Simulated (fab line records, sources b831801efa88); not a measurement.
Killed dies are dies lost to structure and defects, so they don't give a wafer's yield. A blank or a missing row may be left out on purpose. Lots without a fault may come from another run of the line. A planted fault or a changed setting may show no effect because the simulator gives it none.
fab line records | flow gf180mcu
record lots=5 wafers=15 last_day=34
route steps=602 shown V5@549 TOP_METAL@567
lots that met no fault: from a run of the same line without faults
start_h: hours from the record's first day to the start of the lot's first wafer shown | wait_h: hours since the lot's step before | " the same as in the row above | L1.1+2: a row that stands for several wafers | - no value, or no start given | * or withheld: withheld | < > ~ a bound
route shown NAME@n: a module of which the file shows steps, and the number in the route of the first | usual: mean/standard deviation of fault-free wafers | same: alike in all rows | chamber/n: place in a boat | sites: the reading at each site | _std_site: their standard deviation | _edge_site: outer sites' mean less inner sites' | radius_mm: how far each site lies from the wafer's centre | mask NAME#n: copy n | behind: the tool/chamber that last shaped the wafer | hold: why the lot was held/for how many hours/how that ended | device: the transistor (n, p or np) that didn't switch | end of line: the same wafers' tests at the end of the route | a step without rows: its recipe alone | killed: dies lost to structure and defects at the first sort, not the wafer's yield | map: a wafer's dies, x killed, . not, _ none there
set.NAME: the setting as run; set.NAME@STEP: as run at that earlier step | model.NAME: the simulator's own value behind a step, which no gauge read
lots at some steps of the route; a table a step, a row a wafer
services: from which hour (start_h, from the record's first day; less than 0 if before it) a tool's chamber was out of use, for how many hours, and why
## steps
# step GF_V5_COAT_09
# recipe resist=KrF spin_rpm=withheld resist_thk_nm=1000
# columns lot.wafer tool chamber start_h wait_h
L078.2+3+6 litho_track-03 0 - -
L081.3+5+6 litho_track-02 0 - -
L082.1+5+6 litho_track-01 0 - -
L093.3+4+6 litho_track-02 0 - -
L095.2+3+6 litho_track-03 0 - -
# step GF_V5_SOFTBAKE_10
# recipe temp_c=130 time_s=60 resist=KrF
# columns lot.wafer tool chamber start_h wait_h
L078.2+3+6 litho_track-03 0 - -
L081.3+5+6 litho_track-02 0 - -
L082.1+5+6 litho_track-01 0 - -
L093.3+4+6 litho_track-02 0 - -
L095.2+3+6 litho_track-03 0 - -
# step GF_V5_EXPOSE_11
# recipe mask_id=Via5 target_cd_nm=260 na=0.68 source_shape=conventional sigma_outer=0.6 dose_mj=38
# usual focus_offset_nm=0.0/0.57
# columns lot.wafer tool chamber start_h wait_h mask focus_offset_nm
L078.2 krf_scanner-02 0 - - Via5#0 0.5
L078.3 " 0 " " Via5#0 0.8
L078.6 " 0 " " Via5#0 0.2
L081.3 krf_scanner-02 0 - - Via5#0 1.1
L081.5 " 0 " " Via5#0 0.0
L081.6 " 0 " " Via5#0 0.1
L082.1 krf_scanner-01 0 - - Via5#0 0.5
L082.5 " 0 " " Via5#0 0.8
L082.6 " 0 " " Via5#0 0.2
L093.3 krf_scanner-01 0 - - Via5#0 -0.7
L093.4 " 0 " " Via5#0 -0.5
L093.6 " 0 " " Via5#0 0.2
L095.2 krf_scanner-02 0 - - Via5#0 0.2
L095.3 " 0 " " Via5#0 0.3
L095.6 " 0 " " Via5#0 0.6
# step GF_V5_PEB_12
# recipe peb_temp_c=135 peb_time_s=90 resist=KrF
# columns lot.wafer tool chamber start_h wait_h
L078.2+3+6 litho_track-03 0 - -
L081.3+5+6 litho_track-01 0 - -
L082.1+5+6 litho_track-01 0 - -
L093.3+4+6 litho_track-02 0 - -
L095.2+3+6 litho_track-03 0 - -
# step GF_V5_DEVELOP_13
# recipe develop_time_s=60 resist=KrF dev_temp_c=21
# columns lot.wafer tool chamber start_h wait_h
L078.2+3+6 litho_track-03 0 665.51 0.2
L081.3+5+6 litho_track-01 0 691.55 0.1
L082.1+5+6 litho_track-01 0 698.60 0.2
L093.3+4+6 litho_track-02 0 766.77 0.1
L095.2+3+6 litho_track-03 0 776.91 0.2
# step GF_V5_CD_MEAS_14
# recipe target_cd_nm=260
# usual cd_nm=259.6/1.1
# columns lot.wafer tool chamber start_h wait_h cd_nm
L078.2 cd_sem-01 - 665.65 0.1 257.9
L078.3 " - " " 257.7
L078.6 " - " " 258.6
L081.3 cd_sem-01 - 691.69 0.1 259.6
L081.5 " - " " 260.3
L081.6 " - " " 259.6
L082.1 cd_sem-02 - 698.75 0.1 259.7
L082.5 " - " " 260.0
L082.6 " - " " 258.9
L093.3 cd_sem-01 - 766.91 0.1 260.4
L093.4 " - " " 259.7
L093.6 " - " " 260.3
L095.2 cd_sem-02 - 777.05 0.1 258.6
L095.3 " - " " 259.4
L095.6 " - " " 257.9
# step GF_V5_OVL_MEAS_15
# usual V5_OVL=4/5.8
# columns lot.wafer tool chamber start_h wait_h V5_OVL[nm]
L078.2 overlay-01 - 665.76 0.1 3
L078.3 " - " " 10
L078.6 " - " " 10
L081.3 overlay-01 - 691.78 0.1 -1
L081.5 " - " " 1
L081.6 " - " " -6
L082.1 overlay-01 - 698.87 0.1 7
L082.5 " - " " 1
L082.6 " - " " -4
L093.3 overlay-01 - 767.00 0.1 2
L093.4 " - " " -3
L093.6 " - " " -6
L095.2 overlay-01 - 777.16 0.1 1
L095.3 " - " " -11
L095.6 " - " " -1
# step GF_V5_ETCH_16
# recipe chemistry=N2/H2 target_depth_a=withheld overetch_a=withheld time_s=withheld target=BARC ion_energy_ev=200 source_w=500 bias_w=100 pressure_mtorr=30 n2_flow_sccm=100 h2_flow_sccm=200
# usual drypump_motor_current_A=5.8/0.41 oes_product_au=0.854/0.0049 throttle_valve_pct=13.225/0.0089
# columns lot.wafer tool chamber start_h wait_h drypump_motor_current_A oes_product_au throttle_valve_pct
L078.2 rie_diel-04 2 665.79 0.0 5.7 0.860 13.231
L078.3 " 3 " " 5.8 0.854 13.235
L078.6 " 1 " " 6.0 0.852 13.233
L081.3 rie_diel-03 3 691.80 0.0 5.1 0.847 13.216
L081.5 " 2 " " 5.7 0.851 13.217
L081.6 " 1 " " 5.7 0.854 13.224
L082.1 rie_diel-04 1 698.90 0.0 5.9 0.847 13.220
L082.5 " 2 " " 5.7 0.856 13.218
L082.6 " 3 " " 5.8 0.853 13.223
L093.3 rie_diel-03 3 767.03 0.0 5.1 0.853 13.218
L093.4 " 1 " " 5.7 0.857 13.231
L093.6 " 3 " " 5.1 0.859 13.233
L095.2 rie_diel-03 2 777.19 0.0 5.7 0.850 13.224
L095.3 " 3 " " 5.1 0.852 13.238
L095.6 " 3 " " 5.1 0.858 13.229
# step GF_V5_ETCH_17
# recipe chemistry=C4F8/O2/Ar mask_material=KrF target=SiO2 stop_on=TiN source_w=1500 bias_w=1200 pressure_mtorr=40 c4f8_flow_sccm=withheld O2_flow_sccm=6 Ar_flow_sccm=300 time_s=withheld target_depth_a=8550
# usual oes_product_au=0.860/0.0044
# columns lot.wafer tool chamber start_h wait_h oes_product_au
L078.2 rie_diel-04 2 - - 0.861
L078.3 " 3 " " 0.865
L078.6 " 1 " " 0.863
L081.3 rie_diel-03 3 - - 0.861
L081.5 " 2 " " 0.859
L081.6 " 1 " " 0.862
L082.1 rie_diel-04 1 - - 0.858
L082.5 " 2 " " 0.862
L082.6 " 3 " " 0.859
L093.3 rie_diel-03 3 - - 0.866
L093.4 " 1 " " 0.857
L093.6 " 3 " " 0.861
L095.2 rie_diel-03 2 - - 0.861
L095.3 " 3 " " 0.856
L095.6 " 3 " " 0.866
# step GF_V5_STRIP_18
# recipe chemistry=O2/N2 power_w=1400 pressure_mtorr=1500 platen_temp_c=250 o2_flow_sccm=3000 n2_flow_sccm=300 overash_fraction=0.5
# usual drypump_motor_current_A=6.4/0.31 heater_power_w=321/20 o2_flow_sccm=3000/9.2 oes_product_au=0.568/0.0051
# same overash_fraction=0.5
# columns lot.wafer tool chamber start_h wait_h drypump_motor_current_A heater_power_w o2_flow_sccm oes_product_au rf_hours_counter_h
L078.2 plasma_asher-03 0 665.94 - 5.9 345 3004 0.568 107
L078.3 " 1 " " 6.2 319 2991 0.563 -
L078.6 " 1 " " 6.1 320 2983 0.571 -
L081.3 plasma_asher-01 0 691.99 - 6.7 303 2998 0.569 -
L081.5 " 1 " " 6.6 303 3008 0.564 -
L081.6 " 0 " " 6.7 313 2999 0.560 -
L082.1 plasma_asher-03 0 699.06 - 6.1 355 2995 0.579 112
L082.5 " 1 " " 6.1 320 3000 0.575 -
L082.6 " 0 " " 6.0 348 3000 0.564 -
L093.3 plasma_asher-03 0 767.21 - 6.0 346 2993 0.562 -
L093.4 " 1 " " 6.1 336 3021 0.571 -
L093.6 " 1 " " 6.1 325 3006 0.561 -
L095.2 plasma_asher-01 0 777.34 - 6.7 306 3008 0.571 72
L095.3 " 0 " " 6.7 309 3006 0.569 -
L095.6 " 0 " " 6.7 310 3016 0.567 -
# step GF_V5_STRIP_19
# recipe chemistry=post_etch_residue_remover time_s=1200 temp_c=72.5
# columns lot.wafer tool chamber start_h wait_h
L078.2+3+6 wet_bench-03 3 666.04 0.1
L081.3+5+6 wet_bench-01 1 692.06 0.0
L082.1+5+6 wet_bench-03 3 699.16 0.1
L093.3+4+6 wet_bench-04 3 767.28 0.0
L095.2+3+6 wet_bench-03 0 777.44 0.1
# step GF_V5_CLEAN_20
# recipe chemistry=DIW dry=n2_spin
# columns lot.wafer tool chamber start_h wait_h
L078.2+3+6 wet_bench-01 3 666.38 0.0
L081.3+5+6 wet_bench-03 0 692.43 0.0
L082.1+5+6 wet_bench-01 3 699.50 0.0
L093.3+4+6 wet_bench-04 2 767.62 0.0
L095.2+3+6 wet_bench-01 3 777.81 0.0
# step GF_V5_SPUTTER_21
# recipe material=Ti target_thk_nm=15 chamber_pressure_pa=5 power_w=2500 substrate_temp_c=200 time_s=80.02
# usual substrate_temp_c=199.98/0.16 throttle_valve_pct=30.3/1.3
# columns lot.wafer tool chamber start_h wait_h substrate_temp_c throttle_valve_pct
L078.2 pvd_sputter-04 - 666.48 0.0 199.96 30.2
L078.3 " - " " 200.03 30.0
L078.6 " - " " 199.85 30.0
L081.3 pvd_sputter-04 - 692.52 0.0 200.04 31.8
L081.5 " - " " 200.00 32.2
L081.6 " - " " 200.14 30.4
L082.1 pvd_sputter-04 - 699.60 0.0 199.92 30.1
L082.5 " - " " 200.09 31.8
L082.6 " - " " 200.19 29.7
L093.3 pvd_sputter-04 - 767.71 0.0 199.86 30.0
L093.4 " - " " 200.07 29.4
L093.6 " - " " 200.15 29.8
L095.2 pvd_sputter-02 - 777.91 0.0 200.04 32.1
L095.3 " - " " 199.94 31.3
L095.6 " - " " 199.93 31.3
# step GF_V5_SPUTTER_22
# recipe material=TiN target_thk_nm=10 chamber_pressure_pa=5 power_w=4000 time_s=40
# usual throttle_valve_pct=30.3/1.3
# columns lot.wafer tool chamber start_h wait_h throttle_valve_pct
L078.2 pvd_sputter-04 - 666.54 0.0 29.8
L078.3 " - " " 29.7
L078.6 " - " " 30.1
L081.3 pvd_sputter-04 - 692.58 0.0 31.9
L081.5 " - " " 31.7
L081.6 " - " " 30.1
L082.1 pvd_sputter-04 - 699.66 0.0 30.3
L082.5 " - " " 31.9
L082.6 " - " " 29.8
L093.3 pvd_sputter-04 - 767.78 0.0 29.9
L093.4 " - " " 29.1
L093.6 " - " " 29.9
L095.2 pvd_sputter-02 - 777.97 0.0 32.1
L095.3 " - " " 31.2
L095.6 " - " " 31.2
# step GF_V5_CVD_23
# recipe material=W target_thk_nm=350 time_s=104.9 temp_c=400 pressure_torr=40
# usual heater_power_w=801/75
# columns lot.wafer tool chamber start_h wait_h heater_power_w
L078.2 cvd_w-01 1 666.58 0.0 725
L078.3 " 1 " " 708
L078.6 " 0 " " 814
L081.3 cvd_w-02 0 692.66 0.1 916
L081.5 " 1 " " 746
L081.6 " 0 " " 913
L082.1 cvd_w-01 0 699.70 0.0 818
L082.5 " 1 " " 751
L082.6 " 0 " " 820
L093.3 cvd_w-01 0 767.85 0.1 812
L093.4 " 1 " " 740
L093.6 " 1 " " 753
L095.2 cvd_w-01 1 778.01 0.0 726
L095.3 " 1 " " 724
L095.6 " 1 " " 716
# step GF_V5_RS_MEAS_24
# recipe thk_meas_gauge=four-point-probe reads=W_of_V5_CVD_23+TiN_of_V5_SPUTTER_22+Ti_of_V5_SPUTTER_21
# usual V5_W_RS=0.3311/0.0028
# columns lot.wafer tool chamber start_h wait_h V5_W_RS[ohm/sq]
L078.2 film_metro-02 - 666.72 0.1 0.3285
L078.3 " - " " 0.3323
L078.6 " - " " 0.3300
L081.3 film_metro-02 - 692.77 0.1 0.3329
L081.5 " - " " 0.3367
L081.6 " - " " 0.3305
L082.1 film_metro-03 - 699.81 0.1 0.3289
L082.5 " - " " 0.3299
L082.6 " - " " 0.3309
L093.3 film_metro-03 - 767.97 0.1 0.3356
L093.4 " - " " 0.3338
L093.6 " - " " 0.3336
L095.2 film_metro-03 - 778.14 0.1 0.3341
L095.3 " - " " 0.3358
L095.6 " - " " 0.3358
# step GF_V5_THK_MEAS_25
# recipe thk_meas_gauge=xrf reads=W_of_V5_CVD_23
# usual V5_W_THK=338.0/2.9
# columns lot.wafer tool chamber start_h wait_h V5_W_THK[nm]
L078.2 film_metro-02 - 666.83 0.1 338.7
L078.3 " - " " 335.4
L078.6 " - " " 335.1
L081.3 film_metro-02 - 692.87 0.1 337.7
L081.5 " - " " 333.3
L081.6 " - " " 340.0
L082.1 film_metro-03 - 699.93 0.1 341.1
L082.5 " - " " 339.1
L082.6 " - " " 338.9
L093.3 film_metro-03 - 768.07 0.1 333.7
L093.4 " - " " 332.9
L093.6 " - " " 335.9
L095.2 film_metro-03 - 778.25 0.1 335.0
L095.3 " - " " 334.3
L095.6 " - " " 334.9
# step GF_V5_CMP_26
# recipe stop_on=SiO2 down_force_psi=3.5 platen_rpm=60 t_overpolish_s=15 target_thk_nm=0 pad_velocity_m_s=0.94248
# usual motor_current_A=10.9/1.2 overpolish_run_s=14.999/0.0087 time_to_endpoint_s=87/4.6
# columns lot.wafer tool chamber start_h wait_h motor_current_A overpolish_run_s time_to_endpoint_s
L078.3 cmp-02 0 666.88 0.0 9.7 14.996 83
L078.2 " 1 " " 11.5 15.003 87
L078.6 " 0 " " 10.3 14.996 85
L081.3 cmp-01 1 692.91 0.0 10.9 15.005 86
L081.5 " 1 " " 10.3 14.998 86
L081.6 " 2 " " 11.0 14.993 85
L082.1 cmp-02 3 700.14 0.2 9.1 14.999 86
L082.5 " 0 " " 10.4 15.009 91
L082.6 " 1 " " 11.5 15.006 89
L093.3 cmp-02 0 768.16 0.1 10.9 15.002 85
L093.4 " 2 " " 11.9 14.995 86
L093.6 " 3 " " 9.4 14.998 83
L095.2 cmp-02 2 778.35 0.1 11.8 14.996 90
L095.3 " 0 " " 10.7 15.004 85
L095.6 " 2 " " 11.6 14.986 86
# step GF_TOP_METAL_SPUTTER_00
# recipe material=Ti target_thk_nm=37.5 arriving_ion_energy_ev=80 substrate_temp_c=200 chamber_pressure_pa=2 power_w=4000 time_s=150
# usual substrate_temp_c=199.99/0.16 throttle_valve_pct=30.3/1.3
# columns lot.wafer tool chamber start_h wait_h substrate_temp_c throttle_valve_pct
L078.2 pvd_sputter-04 - 667.18 0.2 199.81 31.8
L078.3 " - " " 200.51 30.2
L078.6 " - " " 199.81 31.8
L081.3 pvd_sputter-02 - 693.21 0.2 199.77 28.8
L081.5 " - " " 200.00 29.0
L081.6 " - " " 200.05 28.1
L082.1 pvd_sputter-02 - 700.29 0.1 199.88 31.2
L082.5 " - " " 199.96 31.5
L082.6 " - " " 199.79 28.1
L093.3 pvd_sputter-02 - 768.41 0.2 199.82 28.0
L093.4 " - " " 200.01 29.0
L093.6 " - " " 200.00 31.4
L095.2 pvd_sputter-03 - 778.60 0.2 200.23 28.6
L095.3 " - " " 200.09 31.3
L095.6 " - " " 200.03 30.5
# step GF_TOP_METAL_SPUTTER_01
# recipe material=TiN target_thk_nm=30 power_w=6500 time_s=25 chamber_pressure_pa=0.4
# usual throttle_valve_pct=30.3/1.3
# columns lot.wafer tool chamber start_h wait_h throttle_valve_pct
L078.2 pvd_sputter-04 - 667.28 0.1 31.8
L078.3 " - " " 30.0
L078.6 " - " " 32.0
L081.3 pvd_sputter-02 - 693.31 0.1 28.6
L081.5 " - " " 28.7
L081.6 " - " " 27.7
L082.1 pvd_sputter-02 - 700.39 0.1 31.2
L082.5 " - " " 31.5
L082.6 " - " " 27.9
L093.3 pvd_sputter-02 - 768.51 0.1 27.9
L093.4 " - " " 29.0
L093.6 " - " " 31.1
L095.2 pvd_sputter-03 - 778.70 0.1 29.0
L095.3 " - " " 31.3
L095.6 " - " " 30.6
## services
# columns tool chamber start_h hours kind
cmp-02 - 639.63 5.3 pm
cmp-01 - 657.62 4.3 repair
pvd_sputter-03 - 658.35 2.7 repair
cmp-02 - 665.47 0.9 repair
rie_diel-04 0 667.20 1.8 repair
plasma_asher-01 - 677.47 2.8 pm
krf_scanner-01 - 679.62 2.1 repair
rie_diel-03 - 687.68 2.8 pm
cvd_w-01 - 706.62 0.6 repair
krf_scanner-02 - 706.90 1.3 pm
cvd_w-01 1 711.94 3.1 repair
wet_bench-03 - 714.08 4.4 pm
krf_scanner-01 - 717.12 0.8 pm
krf_scanner-02 - 718.54 1.0 pm
rie_diel-03 - 724.98 0.9 repair
krf_scanner-01 - 727.60 2.3 repair
plasma_asher-03 - 733.75 9.0 pm
cmp-02 - 744.17 4.0 pm
pvd_sputter-04 - 746.27 2.3 repair
pvd_sputter-04 - 746.49 14.2 repair
plasma_asher-03 - 751.11 7.5 repair
krf_scanner-01 - 752.16 1.3 pm
pvd_sputter-03 - 773.20 1.1 repair
krf_scanner-02 - 775.17 0.8 pm
## key
fault none
